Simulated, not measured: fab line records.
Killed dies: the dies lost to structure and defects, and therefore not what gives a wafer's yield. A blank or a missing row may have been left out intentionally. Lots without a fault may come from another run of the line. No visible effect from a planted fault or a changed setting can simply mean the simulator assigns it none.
Which tool was responsible? / flow gf180mcu / 7 lots with 21 wafers sampled at 2 steps, on a route of 602 steps

WHAT THE GAUGES SHOWED, per wafer
GF_POLY_GATE_OVL_MEAS_11.
lot=L395; measured=day 9 20:29; on=overlay-02; POLY_GATE_OVL (nm)=1 1 -5
lot=L397; measured=day 10 11:53; on=overlay-02; POLY_GATE_OVL (nm)=-1 -4 3
lot=L402; measured=day 11 18:11; on=overlay-01; POLY_GATE_OVL (nm)=3 -5 2
lot=L405; measured=day 12 20:38; on=overlay-02; POLY_GATE_OVL (nm)=-4 1 1
lot=L409; measured=day 13 22:29; on=overlay-02; POLY_GATE_OVL (nm)=6 -4 0
lot=L413; measured=day 15 06:02; on=overlay-02; POLY_GATE_OVL (nm)=-4 -4 1
lot=L415; measured=day 15 17:17; on=overlay-02; POLY_GATE_OVL (nm)=4 -8 -2

WHAT TOOL EACH LOT RAN ON (gives the tool, then ch and the chambers of the sampled wafers, and finally the start)
lot=L395; GF_DUAL_GATE_SOFTBAKE_07=litho-track-01 ch 0, day 8 13:31
lot=L397; GF_DUAL_GATE_SOFTBAKE_07=litho-track-03 ch 0, day 9 05:25
lot=L402; GF_DUAL_GATE_SOFTBAKE_07=litho-track-01 ch 0, day 10 10:40
lot=L405; GF_DUAL_GATE_SOFTBAKE_07=litho-track-03 ch 0, day 11 11:28
lot=L409; GF_DUAL_GATE_SOFTBAKE_07=litho-track-03 ch 0, day 12 11:34
lot=L413; GF_DUAL_GATE_SOFTBAKE_07=litho-track-01 ch 0, day 13 17:23
lot=L415; GF_DUAL_GATE_SOFTBAKE_07=litho-track-04 ch 0, day 14 04:41
- GF_DUAL_GATE_SOFTBAKE_07: time 60 s.

THE ANSWER, worked out from the rows above alone
Rule: the lots themselves supply what counts as usual. The widest of any qualifying gaps counts: lots, ordered by their means at a reading, are off when they make up no more than a third of the lots, leave a main group of 4 or more, and stand apart from it by 3 or more times the standard deviation of that group's means. The tables above print the reading to a certain number of digits; a main group whose means all agree to those digits is not used. A lot without any number at a reading at which 4 lots or more have one is off too. The other lots that the step has rows for count as sound.
Nothing can be told from this: no lot is off at any reading shown.

WHAT THE SIMULATOR HAD INSERTED
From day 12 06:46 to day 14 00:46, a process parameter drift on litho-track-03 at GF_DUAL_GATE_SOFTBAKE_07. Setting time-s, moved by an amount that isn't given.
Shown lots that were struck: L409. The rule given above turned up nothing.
